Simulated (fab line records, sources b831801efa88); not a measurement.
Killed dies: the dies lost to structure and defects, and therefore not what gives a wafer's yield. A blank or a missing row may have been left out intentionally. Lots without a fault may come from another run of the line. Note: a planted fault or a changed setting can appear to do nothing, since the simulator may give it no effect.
Split-lot trial :: flow sfq-line :: 23 wafers read from 5 lots, route of 325 steps

ON THE SPLIT
At SFQ_TRILAYER_I6_VIA_BARC_OPEN_VIA_ETCH_235 (etches BARC in O2, target depth 125 nm, time 41.7 s), the setting time-s was moved away from the recipe's 41.7 s on 4 of the 23 wafers read, by +11.5% to +14.7%. All remaining wafers had this setting at the recipe value.

The reading is taken at the split's own step.

THE READING
KrF_of_TRILAYER_I6_VIA_LITHO_COAT_169.thk-nm (the simulator's own value, which no gauge read), in nm, at SFQ_TRILAYER_I6_VIA_BARC_OPEN_VIA_ETCH_235 (etches BARC in O2, target depth 125 nm, time 41.7 s). No usual value for it is given in the file. Across the 19 wafers here that went through the recipe, the average is 573.9 nm and the standard deviation 1.8 nm.

wafer: L074.2
tool, chamber at the split: rie-diel-04, 3
time-s as run, s: 41.7
against the recipe: recipe
KrF_of_TRILAYER_I6_VIA_LITHO_COAT_169.thk-nm, nm: 576.4
against lot-mates on the recipe: -

wafer: L074.3
tool, chamber at the split: rie-diel-04, 1
time-s as run, s: 41.7
against the recipe: recipe
KrF_of_TRILAYER_I6_VIA_LITHO_COAT_169.thk-nm, nm: 577.1
against lot-mates on the recipe: -

wafer: L074.5
tool, chamber at the split: rie-diel-04, 1
time-s as run, s: 41.7
against the recipe: recipe
KrF_of_TRILAYER_I6_VIA_LITHO_COAT_169.thk-nm, nm: 577.2
against lot-mates on the recipe: -

wafer: L076.1
tool, chamber at the split: rie-diel-04, 1
time-s as run, s: 41.7
against the recipe: recipe
KrF_of_TRILAYER_I6_VIA_LITHO_COAT_169.thk-nm, nm: 573.8
against lot-mates on the recipe: -

wafer: L076.2
tool, chamber at the split: rie-diel-04, 2
time-s as run, s: 47.85
against the recipe: +14.7%
KrF_of_TRILAYER_I6_VIA_LITHO_COAT_169.thk-nm, nm: 562.9
against lot-mates on the recipe: -11.6

wafer: L076.3
tool, chamber at the split: rie-diel-04, 0
time-s as run, s: 41.7
against the recipe: recipe
KrF_of_TRILAYER_I6_VIA_LITHO_COAT_169.thk-nm, nm: 575.3
against lot-mates on the recipe: -

wafer: L076.4
tool, chamber at the split: rie-diel-04, 3
time-s as run, s: 41.7
against the recipe: recipe
KrF_of_TRILAYER_I6_VIA_LITHO_COAT_169.thk-nm, nm: 574.3
against lot-mates on the recipe: -

wafer: L076.6
tool, chamber at the split: rie-diel-04, 0
time-s as run, s: 47.85
against the recipe: +14.7%
KrF_of_TRILAYER_I6_VIA_LITHO_COAT_169.thk-nm, nm: 569.2
against lot-mates on the recipe: -5.3

wafer: L080.1
tool, chamber at the split: rie-diel-01, 1
time-s as run, s: 41.7
against the recipe: recipe
KrF_of_TRILAYER_I6_VIA_LITHO_COAT_169.thk-nm, nm: 574.6
against lot-mates on the recipe: -

wafer: L080.2
tool, chamber at the split: rie-diel-01, 2
time-s as run, s: 41.7
against the recipe: recipe
KrF_of_TRILAYER_I6_VIA_LITHO_COAT_169.thk-nm, nm: 574.3
against lot-mates on the recipe: -

wafer: L080.3
tool, chamber at the split: rie-diel-01, 3
time-s as run, s: 41.7
against the recipe: recipe
KrF_of_TRILAYER_I6_VIA_LITHO_COAT_169.thk-nm, nm: 572.1
against lot-mates on the recipe: -

wafer: L080.4
tool, chamber at the split: rie-diel-01, 3
time-s as run, s: 41.7
against the recipe: recipe
KrF_of_TRILAYER_I6_VIA_LITHO_COAT_169.thk-nm, nm: 572.3
against lot-mates on the recipe: -

wafer: L080.5
tool, chamber at the split: rie-diel-01, 1
time-s as run, s: 41.7
against the recipe: recipe
KrF_of_TRILAYER_I6_VIA_LITHO_COAT_169.thk-nm, nm: 574.6
against lot-mates on the recipe: -

wafer: L083.1
tool, chamber at the split: rie-diel-04, 2
time-s as run, s: 41.7
against the recipe: recipe
KrF_of_TRILAYER_I6_VIA_LITHO_COAT_169.thk-nm, nm: 571.1
against lot-mates on the recipe: -

wafer: L083.2
tool, chamber at the split: rie-diel-04, 1
time-s as run, s: 41.7
against the recipe: recipe
KrF_of_TRILAYER_I6_VIA_LITHO_COAT_169.thk-nm, nm: 572.8
against lot-mates on the recipe: -

wafer: L083.3
tool, chamber at the split: rie-diel-04, 3
time-s as run, s: 41.7
against the recipe: recipe
KrF_of_TRILAYER_I6_VIA_LITHO_COAT_169.thk-nm, nm: 571.4
against lot-mates on the recipe: -

wafer: L083.5
tool, chamber at the split: rie-diel-04, 1
time-s as run, s: 41.7
against the recipe: recipe
KrF_of_TRILAYER_I6_VIA_LITHO_COAT_169.thk-nm, nm: 572
against lot-mates on the recipe: -

wafer: L083.6
tool, chamber at the split: rie-diel-04, 2
time-s as run, s: 41.7
against the recipe: recipe
KrF_of_TRILAYER_I6_VIA_LITHO_COAT_169.thk-nm, nm: 571.3
against lot-mates on the recipe: -

wafer: L084.2
tool, chamber at the split: rie-diel-02, 0
time-s as run, s: 46.5
against the recipe: +11.5%
KrF_of_TRILAYER_I6_VIA_LITHO_COAT_169.thk-nm, nm: 569.8
against lot-mates on the recipe: -4.7

wafer: L084.3
tool, chamber at the split: rie-diel-02, 2
time-s as run, s: 41.7
against the recipe: recipe
KrF_of_TRILAYER_I6_VIA_LITHO_COAT_169.thk-nm, nm: 575
against lot-mates on the recipe: -

wafer: L084.4
tool, chamber at the split: rie-diel-02, 1
time-s as run, s: 41.7
against the recipe: recipe
KrF_of_TRILAYER_I6_VIA_LITHO_COAT_169.thk-nm, nm: 574.1
against lot-mates on the recipe: -

wafer: L084.5
tool, chamber at the split: rie-diel-02, 0
time-s as run, s: 41.7
against the recipe: recipe
KrF_of_TRILAYER_I6_VIA_LITHO_COAT_169.thk-nm, nm: 574.3
against lot-mates on the recipe: -

wafer: L084.6
tool, chamber at the split: rie-diel-02, 1
time-s as run, s: 46.5
against the recipe: +11.5%
KrF_of_TRILAYER_I6_VIA_LITHO_COAT_169.thk-nm, nm: 569
against lot-mates on the recipe: -5.5

THE FIT
A straight line over all 23 wafers: KrF_of_TRILAYER_I6_VIA_LITHO_COAT_169.thk-nm changes by -0.48 nm for each +1% of time-s; r = -0.78; the points scatter about the line by 2 nm.
The same after taking each lot's own level away (the mean of its wafers on the recipe; 23 wafers): -0.523 nm for each +1%; r = -0.91; scatter 1.3 nm.
On that fit, the largest move of time-s shifts the reading by 7.7 nm.
The lots' own levels span 571.72 to 576.90 nm, that is 2.8 times the standard deviation above.
So the lot-to-lot level blurs the effect unless lot-mates are compared.
Check: -5.94 nm against its lot-mates is what the line predicts for one of the wafers moved furthest among these (+14.7%) when that wafer is left out of the fit. It came out at -11.6 nm against them.

OTHER SPLITS APPLIED TO THESE WAFERS
Other splits were also applied to these wafers ahead of the reading. Each is held against what the fit with the lots' levels taken away leaves over:
other split on the same wafers: SFQ_TRILAYER_I4_VIA_LITHO_PEB_106 peb-time-s
wafers away from the commonest value: 7
r with KrF_of_TRILAYER_I6_VIA_LITHO_COAT_169.thk-nm (lot level and that fit taken away): -0.01

other split on the same wafers: SFQ_TRILAYER_JJ_TRILAYER_DEP_SPUTTER_110 power-w
wafers away from the commonest value: 8
r with KrF_of_TRILAYER_I6_VIA_LITHO_COAT_169.thk-nm (lot level and that fit taken away): +0.17

other split on the same wafers: SFQ_TRILAYER_JJ_TRILAYER_DEP_SPUTTER_112 power-w
wafers away from the commonest value: 5
r with KrF_of_TRILAYER_I6_VIA_LITHO_COAT_169.thk-nm (lot level and that fit taken away): +0.22

other split on the same wafers: SFQ_TRILAYER_A5B_DEP_PECVD_129 time-s
wafers away from the commonest value: 5
r with KrF_of_TRILAYER_I6_VIA_LITHO_COAT_169.thk-nm (lot level and that fit taken away): -0.15

other split on the same wafers: SFQ_TRILAYER_R5_DEP_SPUTTER_132 time-s
wafers away from the commonest value: 9
r with KrF_of_TRILAYER_I6_VIA_LITHO_COAT_169.thk-nm (lot level and that fit taken away): -0.02

other split on the same wafers: SFQ_TRILAYER_C5_LITHO_EXPOSE_152 dose-mj
wafers away from the commonest value: 11
r with KrF_of_TRILAYER_I6_VIA_LITHO_COAT_169.thk-nm (lot level and that fit taken away): +0.20

other split on the same wafers: SFQ_TRILAYER_C5_BARC_OPEN_VIA_ETCH_210 time-s
wafers away from the commonest value: 7
r with KrF_of_TRILAYER_I6_VIA_LITHO_COAT_169.thk-nm (lot level and that fit taken away): -0.44

other split on the same wafers: SFQ_TRILAYER_M6_DEP_SPUTTER_157 time-s
wafers away from the commonest value: 6
r with KrF_of_TRILAYER_I6_VIA_LITHO_COAT_169.thk-nm (lot level and that fit taken away): +0.17

other split on the same wafers: SFQ_TRILAYER_I6_VIA_LITHO_PEB_172 peb-temp-c
wafers away from the commonest value: 9
r with KrF_of_TRILAYER_I6_VIA_LITHO_COAT_169.thk-nm (lot level and that fit taken away): +0.08

FILE'S OWN FIT
KrF_of_TRILAYER_I6_VIA_LITHO_COAT_169.thk-nm changes by -0.522 nm for each +1% of time-s, r = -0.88.
